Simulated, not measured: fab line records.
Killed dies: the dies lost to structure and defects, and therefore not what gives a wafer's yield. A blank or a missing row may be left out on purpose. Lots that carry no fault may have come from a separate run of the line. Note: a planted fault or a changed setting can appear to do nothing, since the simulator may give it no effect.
Chamber matching + flow sky130 + SKY_CONTACT_ETCH_17 on rie diel-02 has 4 sister chambers
The step etches SiO2 in C4F8/O2/Ar, stops on Si3N4, target depth 340 nm. 14 wafers are shown with their chamber, then 7 later ones without.

EACH WAFER AND ITS CHAMBER
| wafer  | chamber | rf fwd power W (W) | oes product au (a.u.) |
|--------|---------|--------------------|-----------------------|
| L414.2 | 2       | 1488               | 0.885                 |
| L414.3 | 1       | 1490               | 0.899                 |
| L414.4 | 3       | 1496               | 0.895                 |
| L415.1 | 0       | 1497               | 0.900                 |
| L415.2 | 2       | 1488               | 0.902                 |
| L415.6 | 1       | 1489               | 0.891                 |
| L417.1 | 2       | 1490               | 0.886                 |
| L417.3 | 1       | 1481               | 0.897                 |
| L417.4 | 2       | 1491               | 0.889                 |
| L420.1 | 0       | 1493               | 0.903                 |
| L420.3 | 3       | 1497               | 0.898                 |
| L420.6 | 1       | 1485               | 0.887                 |
| L427.1 | 1       | 1486               | 0.892                 |
| L427.2 | 2       | 1497               | 0.893                 |

SIGNATURES (averages over the wafers above)
| reading        | chamber 0 | chamber 1 | chamber 2 | chamber 3 | scatter within a chamber |
|----------------|-----------|-----------|-----------|-----------|--------------------------|
| rf fwd power W | 1495.00   | 1486.20   | 1490.80   | 1496.50   | 3.38                     |
| oes product au | 0.90150   | 0.89320   | 0.89100   | 0.89650   | 0.0054                   |
Rule: for a wafer and a chamber, the distance is found by dividing, reading by reading, the gap between the wafer's reading and the chamber's mean by the reading's scatter, squaring, summing and taking the root. If the next closest chamber is less than 2 further off than the closest, the wafer can't be placed; otherwise it belongs to the closest. How the scatter is found: for the shown wafers, subtract from each reading the mean of its chamber, square and add these, divide the total by (wafers less chambers), then take the root.

WAFERS MISSING THEIR CHAMBER
| wafer  | rf fwd power W (W) | oes product au (a.u.) |
|--------|--------------------|-----------------------|
| L427.5 | 1484               | 0.877                 |
| L433.1 | 1490               | 0.893                 |
| L433.2 | 1487               | 0.891                 |
| L433.5 | 1497               | 0.893                 |
| L432.1 | 1493               | 0.887                 |
| L432.3 | 1494               | 0.895                 |
| L432.5 | 1492               | 0.883                 |

WHICH CHAMBER EACH WENT THROUGH
| wafer  | from the rows above               | in truth |
|--------|-----------------------------------|----------|
| L427.5 | can't be placed: 1 or 2           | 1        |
| L433.1 | can't be placed: 2 or 1 or 3 or 0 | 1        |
| L433.2 | can't be placed: 1 or 2           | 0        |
| L433.5 | can't be placed: 3 or 0 or 2      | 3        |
| L432.1 | can't be placed: 2 or 3 or 1 or 0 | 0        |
| L432.3 | can't be placed: 3 or 2 or 0 or 1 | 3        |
| L432.5 | can't be placed: 2 or 1 or 3      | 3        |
Placed correctly: 0 of 7. From these rows, 7 cannot be placed; in 6 the true chamber is one of the candidates. Placed wrongly: 0.
